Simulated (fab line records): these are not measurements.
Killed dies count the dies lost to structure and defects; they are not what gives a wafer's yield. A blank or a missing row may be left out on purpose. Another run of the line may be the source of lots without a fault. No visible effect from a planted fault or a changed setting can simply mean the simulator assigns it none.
Which tool is to blame? | flow gf180mcu | 11 lots with 30 wafers sampled at 4 steps, on a route of 602 steps

== WHAT EACH GAUGE READ, for each wafer ==
GF_V2_RS_MEAS_24: uses a four-point probe to measure.
lot  | measured     | on           | V2_W_RS (ohm/sq)
L230 | day 20 07:04 | filmMetro-03 | 0.323 0.326 0.328
L234 | day 21 19:21 | filmMetro-02 | 0.334 0.329 0.331
L235 | day 22 07:47 | filmMetro-02 | 0.325 0.324 0.326
L239 | day 23 13:41 | filmMetro-03 | 0.329 0.326 0.328
L240 | day 24 01:31 | filmMetro-02 | 0.329 0.324 0.329
L241 | day 24 05:46 | filmMetro-03 | 0.328 0.327 0.328
L242 | day 24 16:51 | filmMetro-02 | 0.328 0.898
L243 | day 25 02:50 | filmMetro-03 | 0.851 0.849
L245 | day 25 17:55 | filmMetro-03 | 0.320 0.867
L252 | day 27 17:13 | filmMetro-04 | 0.329 0.329 0.327
L253 | day 27 18:24 | filmMetro-03 | 0.329 0.319 0.321

== WHICH TOOL RAN EACH LOT (tool, then ch and the chambers of the sampled wafers, then the start) ==
lot  | GF_V2_ETCH_17                                | GF_V2_STRIP_18                      | GF_V2_CVD_23
L230 | rieDiel-03 ch 0,2, day 20 06:13 or earlier   | plasmaAsher-02 ch 0,1, day 20 06:13 | cvdW-01 ch 1, day 20 06:53
L234 | rieDiel-03 ch 0,2,3, day 21 18:16 or earlier | plasmaAsher-02 ch 0, day 21 18:16   | cvdW-02 ch 0,1, day 21 19:14
L235 | rieDiel-04 ch 0,3, day 22 07:02 or earlier   | plasmaAsher-02 ch 0,1, day 22 07:02 | cvdW-01 ch 0,1, day 22 07:40
L239 | rieDiel-03 ch 0,1,3, day 23 12:52 or earlier | plasmaAsher-02 ch 0,1, day 23 12:52 | cvdW-01 ch 0,1, day 23 13:33
L240 | rieDiel-04 ch 0,1,3, day 24 00:45 or earlier | plasmaAsher-04 ch 0,1, day 24 00:45 | cvdW-01 ch 0,1, day 24 01:23
L241 | rieDiel-04 ch 0,3, day 24 05:01 or earlier   | plasmaAsher-04 ch 0,1, day 24 05:01 | cvdW-01 ch 0,1, day 24 05:38
L242 | rieDiel-01 ch 1,2, day 24 16:05 or earlier   | plasmaAsher-01 ch 0,1, day 24 16:05 | cvdW-01 ch 0,1, day 24 16:44
L243 | rieDiel-01 ch 0, day 25 02:02 or earlier     | plasmaAsher-01 ch 1, day 25 02:02   | cvdW-01 ch 0,1, day 25 02:42
L245 | rieDiel-01 ch 0,1, day 25 17:10 or earlier   | plasmaAsher-04 ch 1, day 25 17:10   | cvdW-01 ch 0,1, day 25 17:47
L252 | rieDiel-04 ch 0,1,2, day 27 16:28 or earlier | plasmaAsher-04 ch 0,1, day 27 16:28 | cvdW-02 ch 0,1, day 27 17:07
L253 | rieDiel-04 ch 0,1,3, day 27 17:40 or earlier | plasmaAsher-02 ch 0,1, day 27 17:40 | cvdW-02 ch 0,1, day 27 18:17
- GF_V2_ETCH_17: etches SiO2 in C4F8/O2/Ar, stops on TiN, target depth 630 nm.
- GF_V2_STRIP_18: strips in O2/N2.
- GF_V2_CVD_23: deposits W, target thk 350 nm, time 104.94 s.

== THE ANSWER, worked out from the rows above alone ==
Rule: the lots themselves supply what counts as usual. Put in order of their means at a reading, lots are off if they are a third of the lots or fewer, leave a main group of 4 or more, and stand apart from it by a gap of 3 or more times the standard deviation of the main group's means; of several such gaps the widest counts. If all means in a main group match to the digits the tables above print for the reading, that group is not used. A lot without any number at a reading at which 4 lots or more have one is off too. Where the step has rows for the other lots, those lots are counted as sound.
Off: at GF_V2_RS_MEAS_24 (V2_W_RS), L242, L243, L245. Main group: mean 0.327 ohm/sq, sd 0.0023.
A tool fits if, at a process step before that reading, it ran every lot that is off, and no sound lot after the first of them. Gauges at GF_V2_RS_MEAS_24: tried the same way as those tools. With no start given for some of its lots, GF_V2_ETCH_17 uses the hours and lot order of GF_V2_STRIP_18. Can't be told from this: 2 tools fit, rieDiel-01 at GF_V2_ETCH_17, cvdW-01 at GF_V2_CVD_23.

== WHAT WAS PUT IN BY THE SIMULATOR ==
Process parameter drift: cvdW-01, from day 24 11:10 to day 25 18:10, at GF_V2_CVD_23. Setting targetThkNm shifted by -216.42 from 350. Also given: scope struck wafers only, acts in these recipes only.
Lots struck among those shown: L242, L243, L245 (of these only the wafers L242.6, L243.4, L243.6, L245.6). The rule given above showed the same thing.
